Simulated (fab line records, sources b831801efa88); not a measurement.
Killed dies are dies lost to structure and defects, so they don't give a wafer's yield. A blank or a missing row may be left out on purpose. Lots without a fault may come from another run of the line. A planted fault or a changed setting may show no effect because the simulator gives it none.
fab line records | flow sky130
record lots=6 wafers=18 last_day=50
route steps=708 shown FIELD_ISO@1
lots that met no fault: from a run of the same line without faults
start_h: hours from the record's first day to the start of the lot's first wafer shown | wait_h: hours since the lot's step before | " the same as in the row above | L1.1+2: a row that stands for several wafers | - no value, or no start given | * or withheld: withheld | < > ~ a bound
route shown NAME@n: a module of which the file shows steps, and the number in the route of the first | usual: mean/standard deviation of fault-free wafers | same: alike in all rows | chamber/n: place in a boat | sites: the reading at each site | _std_site: their standard deviation | _edge_site: outer sites' mean less inner sites' | radius_mm: how far each site lies from the wafer's centre | mask NAME#n: copy n | behind: the tool/chamber that last shaped the wafer | hold: why the lot was held/for how many hours/how that ended | device: the transistor (n, p or np) that didn't switch | end of line: the same wafers' tests at the end of the route | a step without rows: its recipe alone | killed: dies lost to structure and defects at the first sort, not the wafer's yield | map: a wafer's dies, x killed, . not, _ none there
set.NAME: the setting as run; set.NAME@STEP: as run at that earlier step | model.NAME: the simulator's own value behind a step, which no gauge read
lots at some steps of the route; a table a step, a row a wafer
services: from which hour (start_h, from the record's first day; less than 0 if before it) a tool's chamber was out of use, for how many hours, and why
## steps
# step SKY_FIELD_ISO_BOW_MEAS_00
# recipe mode=bow
# usual INCOMING_BOW=-1/6.2
# columns lot.wafer tool chamber start_h wait_h INCOMING_BOW[um]
L164.2 film_metro-02 - 10.05 - 4
L164.3 " - " " 5
L164.5 " - " " 7
L167.1 film_metro-01 - 25.00 - -7
L167.2 " - " " -3
L167.6 " - " " -4
L168.1 film_metro-01 - 30.00 - 0
L168.2 " - " " 0
L168.4 " - " " -3
L180.2 film_metro-01 - 90.02 - 1
L180.3 " - " " -4
L180.5 " - " " 2
L181.1 film_metro-04 - 95.00 - 1
L181.2 " - " " -9
L181.4 " - " " 3
L183.1 film_metro-02 - 105.00 - 1
L183.4 " - " " -5
L183.6 " - " " -4
# step SKY_FIELD_ISO_OXIDATION_01
# recipe temp_c=900 ambient=O2 stabilise_s=600 purge_s=300 target_thk_a=120 ox_time_s=1843
# usual tube_center_temp_C=900.01/0.083 tube_center_temp_C_max=902.3/0.42
# columns lot.wafer tool chamber start_h wait_h tube_center_temp_C tube_center_temp_C_max model.SiO2_of_FIELD_ISO_OXIDATION_01.thk_nm
L164.2 furnace-01 0 10.74 0.7 900.05 903.1 11.72
L164.3 " 0 " " 899.92 902.2 11.81
L164.5 " 0 " " 900.01 902.0 11.93
L167.1 furnace-02 0 26.04 1.0 900.09 902.0 10.05
L167.2 " 0 " " 900 902.0 10.1
L167.6 " 0 " " 900.02 902.2 9.956
L168.1 furnace-02 0 34.73 4.7 899.95 902.6 10.57
L168.2 " 0 " " 900.1 902.3 10.63
L168.4 " 0 " " 900.07 901.9 10.75
L180.2 furnace-01 0 91.18 1.1 900.02 902.1 12.32
L180.3 " 0 " " 899.99 902.4 12.2
L180.5 " 0 " " 900.08 902.8 12.23
L181.1 furnace-02 0 98.31 3.3 900.1 902.4 12.21
L181.2 " 0 " " 900.09 902.1 12.3
L181.4 " 0 " " 899.93 901.9 12.41
L183.1 furnace-01 0 106.64 1.6 900 901.8 12.28
L183.4 " 0 " " 900.04 902.4 12.11
L183.6 " 0 " " 900.18 902.0 12.37
# step SKY_FIELD_ISO_THK_MEAS_02
# recipe reads=SiO2_of_FIELD_ISO_OXIDATION_01
# usual FIELD_ISO_OXIDATION_00_THK=12.07/0.25
# columns lot.wafer tool chamber start_h wait_h FIELD_ISO_OXIDATION_00_THK[nm]
L164.2 film_metro-04 - 12.26 0.0 11.70
L164.3 " - " " 11.77
L164.5 " - " " 11.90
L167.1 film_metro-02 - 27.55 0.0 10.04
L167.2 " - " " 10.13
L167.6 " - " " 9.95
L168.1 film_metro-01 - 36.24 0.0 10.61
L168.2 " - " " 10.62
L168.4 " - " " 10.77
L180.2 film_metro-01 - 92.70 0.0 12.30
L180.3 " - " " 12.14
L180.5 " - " " 12.24
L181.1 film_metro-01 - 99.82 0.0 12.21
L181.2 " - " " 12.28
L181.4 " - " " 12.42
L183.1 film_metro-01 - 108.15 0.0 12.33
L183.4 " - " " 12.09
L183.6 " - " " 12.36
# step SKY_FIELD_ISO_CVD_03
# recipe material=Si3N4 precursor=DCS/NH3 target_thk_nm=165 temp_c=770 time_s=2830 pressure_mtorr=250
# step SKY_FIELD_ISO_THK_MEAS_04
# recipe reads=Si3N4_of_FIELD_ISO_CVD_03
# usual FIELD_ISO_CVD_03_THK=164.1/1.6
# columns lot.wafer tool chamber start_h wait_h FIELD_ISO_CVD_03_THK[nm]
L164.2 film_metro-04 - 14.94 0.0 163.4
L164.3 " - " " 163.3
L164.5 " - " " 164.0
L167.1 film_metro-02 - 30.29 0.0 162.0
L167.2 " - " " 161.5
L167.6 " - " " 161.7
L168.1 film_metro-02 - 38.09 0.0 162.7
L168.2 " - " " 163.4
L168.4 " - " " 162.4
L180.2 film_metro-04 - 94.55 0.0 163.0
L180.3 " - " " 163.5
L180.5 " - " " 162.2
L181.1 film_metro-04 - 101.67 0.0 164.5
L181.2 " - " " 163.1
L181.4 " - " " 162.0
L183.1 film_metro-01 - 111.32 0.0 161.5
L183.4 " - " " 162.6
L183.6 " - " " 163.2
# step SKY_FIELD_ISO_DEHYDRATE_05
# recipe temp_c=200 time_s=60
# step SKY_FIELD_ISO_HMDS_06
# recipe prime_time_s=60 prime_temp_c=120
# step SKY_FIELD_ISO_COAT_07
# recipe resist=BARC temp_c=withheld time_s=withheld spin_rpm=3000 resist_thk_nm=60
# step SKY_FIELD_ISO_COAT_08
# recipe resist=KrF-thick spin_rpm=3000 resist_thk_nm=450
# step SKY_FIELD_ISO_SOFTBAKE_09
# recipe temp_c=100 time_s=90 resist=KrF-thick
# step SKY_FIELD_ISO_EXPOSE_10
# recipe mask_id=FOM na=0.68 source_shape=annular sigma_inner=0.4 sigma_outer=0.8 target_cd_nm=150 dose_mj=28
# step SKY_FIELD_ISO_PEB_11
# recipe peb_temp_c=withheld peb_time_s=withheld resist=KrF-thick
# step SKY_FIELD_ISO_DEVELOP_12
# recipe develop_time_s=60 resist=KrF-thick dev_temp_c=21
# step SKY_FIELD_ISO_CD_MEAS_13
# recipe target_cd_nm=150
# usual cd_nm=150.0/1.8
# columns lot.wafer tool chamber start_h wait_h cd_nm
L164.2 cd_sem-02 - 29.70 - 149.3
L164.3 " - " " 150.6
L164.5 " - " " 149.6
L167.1 cd_sem-02 - 44.30 - 149.3
L167.2 " - " " 151.0
L167.6 " - " " 150.7
L168.1 cd_sem-01 - 52.03 - 152.5
L168.2 " - " " 153.3
L168.4 " - " " 154.4
L180.2 cd_sem-01 - 111.70 - 152.2
L180.3 " - " " 151.0
L180.5 " - " " 152.2
L181.1 cd_sem-01 - 118.23 - 146.7
L181.2 " - " " 147.4
L181.4 " - " " 147.9
L183.1 cd_sem-01 - 130.33 - 150.6
L183.4 " - " " 150.8
L183.6 " - " " 151.4
# step SKY_FIELD_ISO_ETCH_14
# recipe chemistry=N2/H2 target=BARC ion_energy_ev=200 source_w=500 bias_w=100 pressure_mtorr=30 n2_flow_sccm=100 h2_flow_sccm=200 stop_on=SiO2 time_s=46.75 target_depth_a=600
# usual drypump_motor_current_A=5.6/0.5 oes_product_au=0.850/0.0048 throttle_valve_pct=13.226/0.0094
# columns lot.wafer tool chamber start_h wait_h drypump_motor_current_A oes_product_au rf_hours_counter_h throttle_valve_pct
L164.2 rie_diel-01 0 29.80 0.1 6.2 0.847 144 13.220
L164.3 " 3 " " 4.9 0.850 121 13.236
L164.5 " 2 " " 5.4 0.850 - 13.229
L167.1 rie_diel-01 3 44.42 0.1 4.8 0.851 122 13.226
L167.2 " 0 " " 6.2 0.845 144 13.228
L167.6 " 0 " " 6.3 0.848 - 13.230
L168.1 rie_diel-04 1 52.15 0.1 5.8 0.848 152 13.233
L168.2 " 2 " " 6.6 0.850 66 13.213
L168.4 " 3 " " 5.9 0.847 114 13.219
L180.2 rie_diel-04 1 111.80 0.1 5.8 0.849 153 13.221
L180.3 " 2 " " 6.5 0.842 67 13.229
L180.5 " 1 " " 5.8 0.851 - 13.221
L181.1 rie_diel-01 2 118.35 0.1 5.5 0.859 67 13.222
L181.2 " 0 " " 6.2 0.853 145 13.241
L181.4 " 0 " " 6.2 0.854 - 13.229
L183.1 rie_diel-02 3 130.45 0.1 5.4 0.847 0 13.222
L183.4 " 0 " " 5.5 0.837 75 13.233
L183.6 " 1 " " 5.5 0.850 - 13.225
# step SKY_FIELD_ISO_ETCH_15
# recipe chemistry=CHF3/O2 target_depth_nm=180 stop_on=Si source_w=600 bias_w=200 pressure_mtorr=40 chf3_flow_sccm=50 O2_flow_sccm=5 time_s=72
# usual O2_flow_sccm=4.998/0.014 drypump_motor_current_A=5.6/0.49 oes_product_au=0.943/0.0066 throttle_valve_pct=8.843/0.0092
# columns lot.wafer tool chamber start_h wait_h O2_flow_sccm drypump_motor_current_A oes_product_au rf_hours_counter_h throttle_valve_pct
L164.2 rie_diel-01 0 29.84 0.0 5.019 6.3 0.948 144 8.846
L164.3 " 3 " " 5.011 4.8 0.944 121 8.832
L164.5 " 2 " " 4.987 5.5 0.947 - 8.840
L167.1 rie_diel-01 3 44.46 0.0 4.999 4.8 0.943 122 8.826
L167.2 " 0 " " 5.003 6.2 0.933 144 8.862
L167.6 " 0 " " 4.978 6.3 0.930 - 8.835
L168.1 rie_diel-04 1 52.19 0.0 5.014 5.7 0.944 152 8.831
L168.2 " 2 " " 4.997 6.5 0.940 66 8.846
L168.4 " 3 " " 4.994 5.9 0.934 114 8.837
L180.2 rie_diel-04 1 111.84 0.0 4.992 5.8 0.937 153 8.840
L180.3 " 2 " " 4.975 6.5 0.946 67 8.856
L180.5 " 1 " " 4.981 5.8 0.937 - 8.827
L181.1 rie_diel-01 2 118.39 0.0 5.000 5.5 0.936 68 8.843
L181.2 " 0 " " 5.003 6.2 0.941 145 8.853
L181.4 " 0 " " 4.997 6.2 0.936 - 8.827
L183.1 rie_diel-02 3 130.49 0.0 4.999 5.4 0.933 1 8.831
L183.4 " 0 " " 5.028 5.5 0.940 75 8.859
L183.6 " 1 " " 5.013 5.5 0.931 - 8.836
# step SKY_FIELD_ISO_STRIP_16
# recipe chemistry=O2/N2 power_w=1400 pressure_mtorr=1500 platen_temp_c=withheld o2_flow_sccm=3000 n2_flow_sccm=300 overash_fraction=0.5
# usual drypump_motor_current_A=5.9/0.46 oes_product_au=0.378/0.0056 strip_time_to_endpoint_s=3.55/0.038
# columns lot.wafer tool chamber start_h wait_h drypump_motor_current_A oes_product_au rf_hours_counter_h strip_time_to_endpoint_s
L164.2 plasma_asher-02 1 29.90 0.0 6.5 0.382 32 3.55
L164.3 " 1 " " 6.5 0.383 - 3.61
L164.5 " 1 " " 6.5 0.375 - 3.57
L167.1 plasma_asher-02 0 44.52 0.0 6.1 0.380 33 3.65
L167.2 " 1 " " 6.5 0.391 33 3.54
L167.6 " 1 " " 6.5 0.377 - 3.56
L168.1 plasma_asher-04 0 52.25 0.0 5.1 0.376 25 3.52
L168.2 " 1 " " 6.3 0.387 25 3.56
L168.4 " 0 " " 5.1 0.380 - 3.59
L180.2 plasma_asher-01 0 111.90 0.0 5.4 0.375 43 3.51
L180.3 " 0 " " 5.4 0.371 - 3.56
L180.5 " 0 " " 5.4 0.381 - 3.51
L181.1 plasma_asher-04 0 118.45 0.0 5.1 0.390 31 3.59
L181.2 " 1 " " 6.3 0.379 31 3.55
L181.4 " 0 " " 5.2 0.380 - 3.56
L183.1 plasma_asher-01 0 130.55 0.0 5.4 0.376 45 3.58
L183.4 " 1 " " 6.2 0.373 - 3.60
L183.6 " 1 " " 6.1 0.386 - 3.64
# step SKY_FIELD_ISO_ETCH_17
# recipe target_depth_a=3420 mask_material=Si3N4 chemistry=HBr/Cl2/O2 target=Si taper_deg=5 icp_w=600 bias_w=150 pressure_mtorr=15 HBr_flow_sccm=150 Cl2_flow_sccm=40 O2_flow_sccm=6 time_s=97.7
# usual O2_flow_sccm=6.001/0.018 drypump_motor_current_A=5.7/0.45 mfc_cl2_sccm=40.02/0.12 oes_product_au=0.998/0.013 throttle_valve_pct=25.657/0.012
# columns lot.wafer tool chamber start_h wait_h O2_flow_sccm drypump_motor_current_A mfc_cl2_sccm oes_product_au rf_hours_counter_h throttle_valve_pct
L164.2 rie_si-02 0 30.00 0.1 5.984 5.3 40.16 0.976 2 25.679
L164.3 " 3 " " 5.963 6.2 40.04 1.003 132 25.661
L164.5 " 0 " " 6.003 5.3 40.18 0.970 - 25.678
L167.1 rie_si-01 2 44.62 0.1 6.046 5.3 39.86 1.002 2 25.646
L167.2 " 3 " " 6.028 5.9 39.84 0.987 137 25.691
L167.6 " 0 " " 5.988 5.5 40.13 1.008 - 25.658
L168.1 rie_si-02 0 52.35 0.1 6.016 5.3 39.94 0.974 3 25.659
L168.2 " 2 " " 6.007 6.0 40.04 1.000 150 25.644
L168.4 " 3 " " 6.008 6.2 39.90 1.015 132 25.641
L180.2 rie_si-02 0 112.00 0.1 5.994 5.3 39.73 0.972 3 25.675
L180.3 " 2 " " 6.016 6.0 40.00 1.009 0 25.657
L180.5 " 1 " " 5.993 5.1 39.95 0.998 - 25.675
L181.1 rie_si-01 3 118.55 0.1 5.994 5.9 40.13 0.991 138 25.651
L181.2 " 1 " " 5.992 6.3 39.81 1.009 2 25.650
L181.4 " 2 " " 5.998 5.3 39.95 0.989 2 25.662
L183.1 rie_si-01 2 130.65 0.1 6.009 5.3 39.98 0.996 2 25.662
L183.4 " 0 " " 5.972 5.6 40.11 0.987 97 25.658
L183.6 " 1 " " 6.017 6.3 39.96 1.021 - 25.647
# step SKY_FIELD_ISO_WET_ETCH_18
# recipe chemistry=H3PO4 target_depth_nm=25 temp_c=160 target=Si3N4 time_s=286
# step SKY_FIELD_ISO_CLEAN_19
# recipe chemistry=SC1/SC2 mix=1:4:20 temp_c=70 time_s=150
# step SKY_FIELD_ISO_CLEAN_20
# recipe chemistry=dHF time_s=20 dilution=100:1
# step SKY_FIELD_ISO_WET_ETCH_21
# recipe chemistry=dHF dilution=100:1 target_depth_nm=20 dry=ipa_marangoni target=SiO2 temp_c=25 time_s=400
# step SKY_FIELD_ISO_OXIDATION_22
# recipe temp_c=950 ambient=O2 stabilise_s=600 purge_s=300 target_thk_a=100 ox_time_s=623
# step SKY_FIELD_ISO_THK_MEAS_23
# recipe reads=SiO2_of_FIELD_ISO_OXIDATION_22
# usual FIELD_ISO_OXIDATION_01_THK=10.07/0.18
# columns lot.wafer tool chamber start_h wait_h FIELD_ISO_OXIDATION_01_THK[nm]
L164.2 film_metro-04 - 37.42 0.0 10.10
L164.3 " - " " 10.05
L164.5 " - " " 9.92
L167.1 film_metro-02 - 49.61 0.0 9.91
L167.2 " - " " 9.97
L167.6 " - " " 9.87
L168.1 film_metro-04 - 55.43 0.0 10.25
L168.2 " - " " 10.09
L168.4 " - " " 10.15
L180.2 film_metro-01 - 114.65 0.0 9.76
L180.3 " - " " 9.93
L180.5 " - " " 9.83
L181.1 film_metro-02 - 120.07 0.0 10.04
L181.2 " - " " 10.06
L181.4 " - " " 10.07
L183.1 film_metro-04 - 133.51 0.0 10.00
L183.4 " - " " 9.93
L183.6 " - " " 10.02
# step SKY_FIELD_ISO_CVD_24
# recipe material=SiO2 target_thk_nm=595 temp_c=650 sigma_open_frac=0.3 time_s=99.2 sih4_flow_sccm=60 pressure_mtorr=6
# step SKY_FIELD_ISO_THK_MEAS_25
# recipe reads=SiO2_of_FIELD_ISO_CVD_24
# usual FIELD_ISO_CVD_24_THK=600/6.5
# columns lot.wafer tool chamber start_h wait_h FIELD_ISO_CVD_24_THK[nm]
L164.2 film_metro-01 - 37.56 0.0 598
L164.3 " - " " 595
L164.5 " - " " 598
L167.1 film_metro-04 - 49.74 0.0 598
L167.2 " - " " 593
L167.6 " - " " 596
L168.1 film_metro-02 - 55.56 0.0 595
L168.2 " - " " 599
L168.4 " - " " 600
L180.2 film_metro-02 - 114.78 0.0 603
L180.3 " - " " 599
L180.5 " - " " 605
L181.1 film_metro-01 - 120.20 0.0 601
L181.2 " - " " 605
L181.4 " - " " 595
L183.1 film_metro-01 - 133.64 0.0 606
L183.4 " - " " 611
L183.6 " - " " 603
# step SKY_FIELD_ISO_ANNEAL_26
# recipe temp_c=1000 time_s=1800 ambient=N2
# step SKY_FIELD_ISO_CMP_27
# recipe stop_on=Si3N4 t_overpolish_s=16 down_force_psi=4 platen_rpm=60 target_thk_nm=457.8 pad_velocity_m_s=0.94248
# usual motor_current_A=11.5/1.7
# columns lot.wafer tool chamber start_h wait_h motor_current_A
L164.3 cmp-02 2 43.11 0.1 10.9
L164.2 " 3 " " 10.3
L164.5 " 1 " " 14.6
L167.1 cmp-01 2 54.30 0.1 9.7
L167.2 " 0 " " 13.2
L167.6 " 1 " " 11.8
L168.4 cmp-01 0 58.44 0.0 12.3
L168.2 " 1 " " 11.6
L168.1 " 2 " " 9.6
L180.3 cmp-02 0 116.57 0.1 13.5
L180.2 " 1 " " 14.6
L180.5 " 3 " " 9.9
L181.4 cmp-02 3 121.76 0.0 10.9
L181.2 " 0 " " 14.3
L181.1 " 2 " " 10.2
L183.4 cmp-01 1 137.63 0.1 11.6
L183.1 " 2 " " 9.6
L183.6 " 1 " " 12.0
# step SKY_FIELD_ISO_WET_ETCH_28
# recipe chemistry=dHF target_depth_nm=23.7 target=SiO2 dilution=10:1 temp_c=25 time_s=47
# step SKY_FIELD_ISO_WET_ETCH_29
# recipe chemistry=H3PO4 target_depth_nm=160 target=Si3N4 temp_c=160 time_s=1825
# usual bath_guard_temp_C=160.1/0.31 temp_c=159.99/0.16
# columns lot.wafer tool chamber start_h wait_h bath_guard_temp_C temp_c model.SiO2_of_FIELD_ISO_OXIDATION_01.thk_nm
L164.2 wet_bench-01 3 43.33 0.0 159.9 159.93 11.39
L164.3 " 3 " " 159.8 159.70 11.48
L164.5 " 3 " " 160.2 160.24 11.6
L167.1 wet_bench-03 3 54.58 0.0 160.3 159.99 9.725
L167.2 " 3 " " 160.2 159.83 9.778
L167.6 " 3 " " 159.9 159.98 9.631
L168.1 wet_bench-02 1 58.76 0.0 160.3 159.63 10.25
L168.2 " 1 " " 160.3 160.09 10.31
L168.4 " 1 " " 160.6 160.03 10.43
L180.2 wet_bench-03 3 116.80 0.0 160.2 160.09 11.99
L180.3 " 3 " " 160.0 159.92 11.87
L180.5 " 3 " " 160.1 159.81 11.91
L181.1 wet_bench-01 2 122.08 0.0 160.2 160.23 11.9
L181.2 " 2 " " 160.2 160.02 11.98
L181.4 " 2 " " 160.1 159.83 12.1
L183.1 wet_bench-02 3 137.90 0.0 160.5 159.90 11.96
L183.4 " 3 " " 160.1 159.93 11.79
L183.6 " 3 " " 160.9 160.12 12.05
# step SKY_FIELD_ISO_WET_ETCH_30
# recipe chemistry=dHF target_depth_nm=25 target=SiO2 dilution=10:1 temp_c=25 time_s=50
## services
# columns tool chamber start_h hours kind
rie_diel-02 1 -11.99 5.9 repair
cmp-01 - -1.39 9.2 repair
rie_si-01 3 3.31 4.0 repair
rie_diel-04 - 6.76 2.8 pm
cmp-01 - 7.80 3.9 pm
rie_diel-01 0 9.95 4.2 repair
plasma_asher-04 - 12.78 0.6 repair
rie_si-02 - 17.62 0.3 repair
furnace-01 - 25.41 13.2 pm
cmp-02 - 26.13 6.0 pm
wet_bench-03 - 28.77 2.9 repair
cmp-02 - 35.34 5.5 repair
cmp-01 - 36.79 2.0 repair
rie_si-01 1 37.09 6.9 repair
plasma_asher-02 - 49.31 3.9 repair
cmp-02 - 64.00 4.0 pm
furnace-02 - 86.18 3.6 pm
furnace-01 - 94.65 3.9 pm
cmp-01 - 97.38 1.7 repair
rie_si-02 0 98.36 12.8 repair
furnace-01 - 98.50 3.9 pm
rie_diel-01 3 117.76 12.3 repair
rie_si-02 0 120.27 7.1 repair
furnace-02 - 131.63 3.2 pm
## key
first_sign step=SKY_FIELD_ISO_THK_MEAS_02 reading=FIELD_ISO_OXIDATION_00_THK direction=down sigmas=7 usual=12.07 struck=10.35
effect none on later readings
model_effect step=SKY_FIELD_ISO_OXIDATION_01 value=SiO2_of_FIELD_ISO_OXIDATION_01.thk_nm without=12.07 struck=10.34
model_effect step=SKY_FIELD_ISO_WET_ETCH_29 value=SiO2_of_FIELD_ISO_OXIDATION_01.thk_nm without=11.75 struck=10.02
met_at SKY_FIELD_ISO_OXIDATION_01
struck_wafers L167.1,L167.2,L167.6,L168.1,L168.2,L168.4
tester_left_out L167,L168
fault kind=process_parameter_drift tool=furnace-02 chamber=- onset_h=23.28 steps=SKY_FIELD_ISO_OXIDATION_01 channel=ox_time_s offset=* shape=step end_h=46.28 acts_in=* stated=*
# tester_left_out: of these lots the tester's yield and bins aren't shown, on N5 and GAA mostly nor the transistor test; their killed dies are dies lost to structure and defects alone, not to doping, threshold or leakage, so they don't give the yield
